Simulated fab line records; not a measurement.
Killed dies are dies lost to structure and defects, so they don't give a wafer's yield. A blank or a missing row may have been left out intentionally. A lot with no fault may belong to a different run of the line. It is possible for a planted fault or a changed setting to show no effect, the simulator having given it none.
Which tool is to blame? | flow sky130 | 12 lots with 36 wafers sampled at 6 steps, on a route of 708 steps

## WHAT THE GAUGES SHOWED, per wafer
SKY_SD_P_CD_MEAS_07: target cd 380 nm. Usual: cd nm reads 379.6 nm (standard deviation 2.4).
lot  | measured     | on        | cd nm (nm)        | flag
L508 | day 26 01:44 | cd sem-01 | 377.1 376.8 375.4 |
L509 | day 26 03:52 | cd sem-02 | 382.4 383.8 383.1 |
L510 | day 26 16:41 | cd sem-01 | 377.8 380.8 378.3 |
L512 | day 27 23:01 | cd sem-01 | 380.4 380.9 378.9 |
L513 | day 28 02:08 | cd sem-01 | 377.4 378.8 378.6 |
L517 | day 29 19:07 | cd sem-02 | - - -             | OFF
L519 | day 30 10:26 | cd sem-02 | 380.7 379.7 380.6 |
L525 | day 31 22:18 | cd sem-02 | 380.6 379.8 379.0 |
L526 | day 32 06:16 | cd sem-01 | 380.7 381.3 382.5 |
L527 | day 32 12:03 | cd sem-02 | 382.6 384.4 380.2 |
L528 | day 32 13:16 | cd sem-01 | 380.0 381.8 383.2 |
L529 | day 33 02:55 | cd sem-02 | 377.1 378.7 377.2 |

SKY_SD_P_TW_MEAS_11. Usual: SD_P_TW gives 2834 (standard deviation 58).
lot  | measured     | on            | SD_P_TW        | flag
L508 | day 26 02:08 | film metro-02 | 2923 2937 2931 |
L509 | day 26 04:16 | film metro-03 | 2802 2807 2798 |
L510 | day 26 17:05 | film metro-03 | 2808 2824 2817 |
L512 | day 27 23:25 | film metro-01 | 2808 2805 2800 |
L513 | day 28 02:32 | film metro-03 | 2767 2775 2765 |
L517 | day 29 19:39 | film metro-02 | 31 31 31       | OFF
L519 | day 30 10:50 | film metro-02 | 2900 2905 2893 |
L525 | day 31 22:41 | film metro-03 | 2754 2771 2776 |
L526 | day 32 06:40 | film metro-01 | 2799 2803 2800 |
L527 | day 32 12:27 | film metro-02 | 2903 2908 2911 |
L528 | day 32 13:40 | film metro-03 | 2793 2781 2774 |
L529 | day 33 03:19 | film metro-02 | 2879 2892 2884 |

SKY_METAL1_THK_MEAS_06: measures by xrf. Usual: METAL1_ALCU_THK gives 251.7 nm (standard deviation 2.8).
lot  | measured     | on            | METAL1_ALCU_THK (nm) | flag
L508 | day 32 03:05 | film metro-02 | 252.5 251.1 250.8    |
L509 | day 32 06:37 | film metro-03 | 251.7 250.9 253.3    |
L510 | day 32 18:24 | film metro-04 | 258.0 252.8 257.1    |
L512 | day 33 20:51 | film metro-04 | 253.4 253.1 251.0    |
L513 | day 34 01:34 | film metro-04 | 251.2 251.1 250.1    |
L517 | day 35 16:06 | film metro-04 | 256.6 251.9 257.5    |
L519 | day 36 07:40 | film metro-04 | 252.5 253.0 250.0    |
L525 | day 37 16:01 | film metro-04 | 255.0 256.0 252.7    |
L526 | day 38 01:37 | film metro-02 | 251.1 255.1 252.9    |
L527 | day 38 05:53 | film metro-03 | 248.6 251.4 249.7    |
L528 | day 38 09:18 | film metro-02 | 249.4 247.9 250.6    |
L529 | day 38 20:24 | film metro-04 | 256.4 251.7 252.1    |

SKY_VIA1_OVL_MEAS_13. Usual: VIA1_OVL gives -3 nm (standard deviation 6).
lot  | measured     | on         | VIA1_OVL (nm) | flag
L508 | day 34 10:21 | overlay-02 | -18 -7 -12    |
L509 | day 34 13:01 | overlay-01 | -1 -4 -12     |
L510 | day 35 00:42 | overlay-02 | -6 -6 -2      |
L512 | day 36 02:48 | overlay-02 | -4 -3 -2      |
L513 | day 36 07:39 | overlay-01 | 5 9 1         |
L517 | day 37 22:13 | overlay-02 | -10 2 3       |
L519 | day 38 12:16 | overlay-02 | -5 8 -1       |
L525 | day 39 20:46 | overlay-02 | -6 0 -13      |
L526 | day 40 05:23 | overlay-02 | -6 -19 -11    |
L527 | day 40 09:23 | overlay-01 | -1 -10 2      |
L528 | day 40 13:19 | overlay-02 | 1 1 5         |
L529 | day 40 22:40 | overlay-02 | 1 -2 -4       |

## EACH LOT AND THE TOOL THAT RAN IT (in order: tool; ch and the chambers of the sampled wafers; start)
lot  | SKY_SD_P_EXPOSE_04                  | SKY_METAL1_ETCH_18
L508 | iline stepper-01 ch 0, day 25 11:13 | rie metal-04 ch 0,1, day 33 05:51
L509 | iline stepper-02 ch 0, day 25 13:15 | rie metal-03 ch 0,1, day 33 09:10
L510 | iline stepper-01 ch 0, day 26 03:08 | rie metal-01 ch 0,1, day 33 21:04
L512 | iline stepper-01 ch 0, day 27 09:56 | rie metal-03 ch 0,1, day 34 23:15
L513 | iline stepper-02 ch 0, day 27 12:37 | rie metal-01 ch 1, day 35 03:49
L517 | iline stepper-02 ch 0, day 29 05:34 | rie metal-04 ch 0,1, day 36 18:28
L519 | iline stepper-02 ch 0, day 29 20:38 | rie metal-03 ch 0, day 37 09:19
L525 | iline stepper-01 ch 0, day 31 08:37 | rie metal-04 ch 0,1, day 38 18:14
L526 | iline stepper-02 ch 0, day 31 16:48 | rie metal-01 ch 0,1, day 39 03:24
L527 | iline stepper-02 ch 0, day 31 23:24 | rie metal-04 ch 0,1, day 39 07:40
L528 | iline stepper-01 ch 0, day 32 00:25 | rie metal-01 ch 0,1, day 39 11:03
L529 | iline stepper-02 ch 0, day 32 13:15 | rie metal-01 ch 0,1, day 39 21:10
- SKY_SD_P_EXPOSE_04: exposes mask PSDM, target cd 380 nm.
- SKY_METAL1_ETCH_18: etches BARC in N2/H2, stops on SiO2, time 45.9 s, target depth 60 nm.

## WHAT THE TOOLS THEMSELVES READ (means of the sampled wafers that have a number; where no wafer has one, the mark that the record gives instead)
SKY_METAL1_ETCH_18. Usual: drypump motor current A 5.9 A, standard deviation 0.56; oes product au 0.854 a.u., standard deviation 0.0048; rf fwd power W 492.8 W, standard deviation 2.1; throttle valve pct 13.226 %, standard deviation 0.009.
lot  | tool         | drypump motor current A (A) | oes product au (a.u.) | rf fwd power W (W) | throttle valve pct (%) | flag
L508 | rie metal-04 | 6.0                         | 0.854                 | 493.4              | 13.219                 |
L509 | rie metal-03 | 5.4                         | 0.852                 | 494.7              | 13.222                 |
L510 | rie metal-01 | 6.3                         | 0.856                 | 491.5              | 13.228                 |
L512 | rie metal-03 | 5.4                         | 0.853                 | 492.8              | 13.225                 |
L513 | rie metal-01 | 6.2                         | 0.851                 | 493.6              | 13.226                 |
L517 | rie metal-04 | 5.9                         | 0.852                 | 492.7              | 13.227                 |
L519 | rie metal-03 | 5.5                         | 0.856                 | 492.8              | 13.225                 |
L525 | rie metal-04 | 5.4                         | 0.857                 | 493.6              | 13.225                 |
L526 | rie metal-01 | 6.3                         | 0.852                 | 492.6              | 13.215                 |
L527 | rie metal-04 | 5.9                         | 0.859                 | 495.9              | 13.222                 |
L528 | rie metal-01 | 6.3                         | 0.856                 | 490.2              | 13.211                 |
L529 | rie metal-01 | 6.3                         | 0.855                 | 492.1              | 13.227                 |

## THE ANSWER, worked out from the rows above alone
Rule: a lot counts as off when the mean over its wafers that have a number is more than 3 standard deviations away from the usual mean. Also off: a lot with no number at a reading for which 4 or more lots have one. Where the step has rows for the other lots, those lots are counted as sound. After the gauges, taken in route order, come the tools' own readings; for these a lot's mean is taken, as printed above. At the first step where some lot is off, the reading lying furthest off is the one used; lots without a number count as furthest.
Off: L517 (SKY_SD_P_CD_MEAS_07, cd nm). Without a number there: L517.
If a tool, at a process step before that reading, ran all the lots that are off and no sound lot after the first of them, it fits. The gauges at SKY_SD_P_CD_MEAS_07 aren't tried: what is off there is off at SKY_SD_P_TW_MEAS_11 too, on other tools, and a gauge's error can't cause that. Not one of the candidates tried fits.

## WHAT THE SIMULATOR HAD INSERTED
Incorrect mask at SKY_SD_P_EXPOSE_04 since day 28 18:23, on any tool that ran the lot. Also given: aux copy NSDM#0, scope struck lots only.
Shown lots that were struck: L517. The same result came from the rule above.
